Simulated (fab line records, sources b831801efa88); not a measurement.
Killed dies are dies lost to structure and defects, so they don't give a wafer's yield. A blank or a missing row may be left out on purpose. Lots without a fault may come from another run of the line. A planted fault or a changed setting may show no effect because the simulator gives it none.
One fault seen from 2 desks | flow gf180mcu | each desk has only its own numbers; what lay behind them comes last

THE METROLOGY DESK
What the gauges read, lot by lot, whatever tool the lot ran on: means of the sampled wafers that have a number. A lot is out of limits, marked OUT, if its mean lies more than 4 standard deviations from the usual mean; the brackets give that distance.
Columns: A = VT_IMPLANT_3_TW at GF_VT_IMPLANT_TW_MEAS_32, usual 269.1; B = cd_nm at GF_HV_LDD_CD_MEAS_31, usual 400.7 nm
lot  | first seen here | A               | B
L995 | day 7 04:44     | 269.3           | 398.5
L996 | day 7 08:35     | 269.9           | 402.2
L997 | day 7 18:22     | 269.8           | 399.3
L998 | day 7 22:22     | 270.0           | 398.2
L999 | day 8 12:01     | 269.2           | 402.8
L100 | day 8 15:02     | 270.7           | 401.0
L103 | day 9 13:05     | 269.6           | 401.6
L105 | day 10 01:41    | 269.3           | 398.8
L110 | day 11 07:29    | 235.2 (-26) OUT | 400.3
L111 | day 11 12:49    | 236.3 (-25) OUT | 398.2
L116 | day 13 00:40    | 271.6           | 402.8
L117 | day 13 05:16    | 270.1           | 400.5
This desk's finding: out of limits on L110, L111; first on L110, day 11 07:29 (VT_IMPLANT_3_TW at GF_VT_IMPLANT_TW_MEAS_32). In limits: L995, L996, L997, L998, L999, L100, L103, L105, L116, L117.

THE TOOL OWNER'S DESK: implanter-02
The tool's own readings at GF_VT_IMPLANT_IMPLANT_30: means of the sampled wafers that have a number, for each lot that ran on this tool. A lot is out of limits, marked OUT, if its mean lies more than 4 standard deviations from the usual mean; the brackets give that distance.
Columns: A = dose_ions_cm2 at GF_VT_IMPLANT_IMPLANT_30, usual 2.5333e+12; B = faraday_current_uA at GF_VT_IMPLANT_IMPLANT_30, usual 14.31
lot  | first seen here | A                            | B
L997 | day 7 18:07     | 2.5334e+12                   | 14.66
L999 | day 8 11:46     | 2.5308e+12                   | 14.41
L110 | day 11 07:16    | 1.6279e+12 (-99 or more) OUT | 9.37 (-19) OUT
L111 | day 11 12:34    | 1.6243e+12 (-99 or more) OUT | 9.15 (-20) OUT
This desk's finding: out of limits on L110, L111; first on L110, day 11 07:16 (dose_ions_cm2 at GF_VT_IMPLANT_IMPLANT_30). In limits: L997, L999.

PUT TOGETHER
The tool owner's desk could have raised an alarm at day 11 07:16, on L110, L111.
The metrology desk could have raised an alarm at day 11 07:29, on L110, L111.
Of the lots named, all ran GF_VT_IMPLANT_IMPLANT_30 on implanter-02.

WHAT THE SIMULATOR HAD PUT IN
Process parameter drift: implanter-02, from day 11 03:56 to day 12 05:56, at GF_VT_IMPLANT_IMPLANT_30. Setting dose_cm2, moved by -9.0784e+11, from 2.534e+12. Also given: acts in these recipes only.
Lots struck among those shown: L110, L111.
Hours from the fault's start to each desk's first reading out of limits: the tool owner's desk, 3; the metrology desk, 4.
